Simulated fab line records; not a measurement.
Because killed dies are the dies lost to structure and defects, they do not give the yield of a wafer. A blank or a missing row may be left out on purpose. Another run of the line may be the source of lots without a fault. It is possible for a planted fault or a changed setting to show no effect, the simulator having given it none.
The tool behind it: which one? ; flow gf180mcu ; 6 lots with 18 wafers sampled at 4 steps, on a route of 602 steps

== WHAT THE GAUGES READ, wafer by wafer ==
GF_LVPWELL_TW_MEAS_11.
lot;measured;on;LVPWELL_TW
L495;day 4 07:23;film metro-04;561 559 563
L497;day 4 23:19;film metro-01;554 556 554
L499;day 5 02:06;film metro-01;551 554 555
L502;day 5 20:09;film metro-01;556 555 556
L509;day 7 09:11;film metro-03;534 535 538
L512;day 8 03:54;film metro-04;556 560 560

== WHICH TOOL RAN EACH LOT (tool, then ch and the chambers of the sampled wafers, then the start) ==
lot;GF_STI_ETCH_14;GF_STI_STRIP_15;GF_LVPWELL_IMPLANT_08
L495;rie si-01 ch 1,2,3, day 2 05:45;plasma asher-04 ch 0,1, day 2 05:49;implanter-03 ch 0, day 4 06:59
L497;rie si-02 ch 2,3, day 3 01:21;plasma asher-01 ch 1, day 3 01:25;implanter-03 ch 0, day 4 22:56
L499;rie si-02 ch 2,3, day 3 04:35;plasma asher-01 ch 0,1, day 3 04:42;implanter-03 ch 0, day 5 01:44
L502;rie si-02 ch 0,2,3, day 3 20:32;plasma asher-02 ch 0,1, day 3 20:39;implanter-04 ch 0, day 5 19:47
L509;rie si-01 ch 0,2,3, day 5 07:06;plasma asher-02 ch 0,1, day 5 07:10;implanter-04 ch 0, day 7 08:47
L512;rie si-01 ch 2,3, day 5 22:06;plasma asher-01 ch 0, day 5 22:10;implanter-01 ch 0, day 8 03:30
- GF_STI_ETCH_14: etches Si in HBr/Cl2/O2, target depth 360 nm, time 102.9 s.
- GF_STI_STRIP_15: strips in O2/N2.
- GF_LVPWELL_IMPLANT_08

== THE ANSWER, worked out from the rows above alone ==
Rule: usual is defined by the lots themselves. The widest of any qualifying gaps counts: lots, ordered by their means at a reading, are off when they make up no more than a third of the lots, leave a main group of 4 or more, and stand apart from it by 3 or more times the standard deviation of that group's means. Not used: any main group whose means are identical at the precision the tables above print for the reading. Also off: a lot with no number at a reading for which 4 or more lots have one. The other lots that the step has rows for count as sound.
Off: at GF_LVPWELL_TW_MEAS_11 (LVPWELL_TW), L509. Mean 557 and standard deviation 2.8 in the main group.
A tool fits if, at a process step before that reading, it ran every lot that is off, and no sound lot after the first of them. Gauges at GF_LVPWELL_TW_MEAS_11: tried the same way as those tools. Can't be told from this: 3 tools fit, plasma asher-02 at GF_STI_STRIP_15, implanter-04 at GF_LVPWELL_IMPLANT_08, film metro-03 at GF_LVPWELL_TW_MEAS_11.

== WHAT HAD BEEN PUT IN BY THE SIMULATOR ==
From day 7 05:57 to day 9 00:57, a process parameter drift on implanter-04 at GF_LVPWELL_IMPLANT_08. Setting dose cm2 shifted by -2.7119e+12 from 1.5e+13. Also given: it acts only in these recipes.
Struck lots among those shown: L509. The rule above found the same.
